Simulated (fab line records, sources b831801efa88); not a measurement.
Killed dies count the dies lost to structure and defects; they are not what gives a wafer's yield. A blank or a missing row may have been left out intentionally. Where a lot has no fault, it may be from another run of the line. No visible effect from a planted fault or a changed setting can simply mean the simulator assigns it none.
Which tool was responsible? + flow sky130 + Sampling: 13 lots, 39 wafers, 3 of 708 route steps

## WHAT THE GAUGES SHOWED, per wafer
SKY_VIA3_RS_MEAS_22: a four-point-probe measurement. Usual: VIA3_W_RS gives 0.295 ohm/sq (standard deviation 0.0037).
| lot  | measured     | on           | VIA3_W_RS (ohm/sq) | flag |
|------|--------------|--------------|--------------------|------|
| L424 | day 39 05:21 | filmMetro-04 | 0.297 0.293 0.294  |      |
| L425 | day 39 13:16 | filmMetro-04 | 0.294 0.294 0.296  |      |
| L427 | day 40 05:41 | filmMetro-04 | 0.288 0.295 0.298  |      |
| L430 | day 41 17:20 | filmMetro-02 | 0.288 0.288 0.290  |      |
| L431 | day 41 17:37 | filmMetro-02 | 0.284 0.293 0.288  |      |
| L432 | day 41 21:20 | filmMetro-04 | 0.291 0.288 0.289  |      |
| L438 | day 43 13:34 | filmMetro-04 | 0.293 0.294 0.295  |      |
| L439 | day 43 19:59 | filmMetro-02 | 0.296 0.302 0.299  |      |
| L441 | day 44 09:44 | filmMetro-04 | 0.291 0.298 0.296  |      |
| L442 | day 44 10:46 | filmMetro-01 | 0.300 0.299 0.291  |      |
| L444 | day 44 23:10 | filmMetro-04 | 0.300 0.294 0.292  |      |
| L445 | day 45 20:21 | filmMetro-01 | 0.295 0.296 0.296  |      |
| L447 | day 46 00:11 | filmMetro-01 | 0.294 0.293 0.299  |      |

## TOOL THAT RAN EACH LOT (tool first, then ch and the chambers of the sampled wafers, then the start)
| lot  | SKY_FIELD_ISO_WET_ETCH_21     | SKY_VIA1_STRIP_16                   |
|------|-------------------------------|-------------------------------------|
| L424 | wetBench-04 ch 0, day 2 06:58 | plasmaAsher-03 ch 0,1, day 33 13:02 |
| L425 | wetBench-04 ch 1, day 2 11:17 | plasmaAsher-01 ch 0,1, day 33 19:20 |
| L427 | wetBench-04 ch 3, day 2 21:22 | plasmaAsher-03 ch 0,1, day 34 14:40 |
| L430 | wetBench-04 ch 0, day 3 11:41 | plasmaAsher-03 ch 0,1, day 36 04:46 |
| L431 | wetBench-04 ch 3, day 3 17:16 | plasmaAsher-01 ch 0,1, day 36 05:25 |
| L432 | wetBench-04 ch 0, day 3 21:40 | plasmaAsher-03 ch 0,1, day 36 10:01 |
| L438 | wetBench-02 ch 0, day 5 06:06 | plasmaAsher-01 ch 0,1, day 38 03:41 |
| L439 | wetBench-02 ch 3, day 5 11:55 | plasmaAsher-04 ch 0,1, day 38 11:20 |
| L441 | wetBench-02 ch 2, day 5 21:41 | plasmaAsher-01 ch 0,1, day 39 02:37 |
| L442 | wetBench-02 ch 1, day 6 04:04 | plasmaAsher-01 ch 0,1, day 39 04:17 |
| L444 | wetBench-04 ch 1, day 6 13:41 | plasmaAsher-01 ch 0,1, day 39 20:28 |
| L445 | wetBench-04 ch 2, day 6 18:49 | plasmaAsher-04 ch 0,1, day 40 19:10 |
| L447 | wetBench-01 ch 2, day 7 05:25 | plasmaAsher-03 ch 0,1, day 40 23:17 |
- SKY_FIELD_ISO_WET_ETCH_21: etches SiO2 in dHF, target depth 20 nm, time 400 s.
- SKY_VIA1_STRIP_16: strips in O2/N2.

## WHAT THE TOOLS THEMSELVES READ (means of the sampled wafers that have a number; where no wafer has one, the mark that the record gives instead)
SKY_FIELD_ISO_WET_ETCH_21. Usual: runLengthS at 428 s, with a standard deviation of 3.4.
| lot  | tool        | runLengthS (s) | flag |
|------|-------------|----------------|------|
| L424 | wetBench-04 | 434            |      |
| L425 | wetBench-04 | 425            |      |
| L427 | wetBench-04 | 424            |      |
| L430 | wetBench-04 | 473            | OFF  |
| L431 | wetBench-04 | 462            | OFF  |
| L432 | wetBench-04 | 465            | OFF  |
| L438 | wetBench-02 | 433            |      |
| L439 | wetBench-02 | 427            |      |
| L441 | wetBench-02 | 428            |      |
| L442 | wetBench-02 | 427            |      |
| L444 | wetBench-04 | 427            |      |
| L445 | wetBench-04 | 425            |      |
| L447 | wetBench-01 | 425            |      |

SKY_VIA1_STRIP_16. Usual: drypumpMotorCurrentA 5.3 A, standard deviation 0.32; oesProductAu 0.416 a.u., standard deviation 0.0048; stripTimeToEndpointS 4.475 s, standard deviation 0.023.
| lot  | tool           | drypumpMotorCurrentA (A) | oesProductAu (a.u.) | stripTimeToEndpointS (s) | flag |
|------|----------------|--------------------------|---------------------|--------------------------|------|
| L424 | plasmaAsher-03 | 5.4                      | 0.417               | 4.500                    |      |
| L425 | plasmaAsher-01 | 5.4                      | 0.417               | 4.478                    |      |
| L427 | plasmaAsher-03 | 5.4                      | 0.420               | 4.456                    |      |
| L430 | plasmaAsher-03 | 5.3                      | 0.416               | 4.486                    |      |
| L431 | plasmaAsher-01 | 5.4                      | 0.419               | 4.462                    |      |
| L432 | plasmaAsher-03 | 5.4                      | 0.415               | 4.521                    |      |
| L438 | plasmaAsher-01 | 5.2                      | 0.413               | 4.447                    |      |
| L439 | plasmaAsher-04 | 5.1                      | 0.420               | 4.497                    |      |
| L441 | plasmaAsher-01 | 5.2                      | 0.413               | 4.471                    |      |
| L442 | plasmaAsher-01 | 5.5                      | 0.417               | 4.481                    |      |
| L444 | plasmaAsher-01 | 5.2                      | 0.418               | 4.478                    |      |
| L445 | plasmaAsher-04 | 5.4                      | 0.417               | 4.479                    |      |
| L447 | plasmaAsher-03 | 5.3                      | 0.419               | 4.482                    |      |

## THE ANSWER, worked out from the rows above alone
Rule: a lot counts as off when the mean over its wafers that have a number is more than 3 standard deviations away from the usual mean. A lot without any number at a reading at which 4 lots or more have one is off too. All remaining lots with rows at the step are treated as sound. The gauges are gone through in route order, then the tools' own readings, and for those a lot's mean is taken as printed above. The first step at which some lot is off is used, and at that step the reading that is off furthest; a lot without a number counts as furthest.
Off, at SKY_FIELD_ISO_WET_ETCH_21 on runLengthS: L430, L431, L432.
A tool fits if, at that step or a process step before it, it ran every lot that is off, and no sound lot after the first of them. None of those tried fits.

## WHAT THE SIMULATOR HAD PUT IN
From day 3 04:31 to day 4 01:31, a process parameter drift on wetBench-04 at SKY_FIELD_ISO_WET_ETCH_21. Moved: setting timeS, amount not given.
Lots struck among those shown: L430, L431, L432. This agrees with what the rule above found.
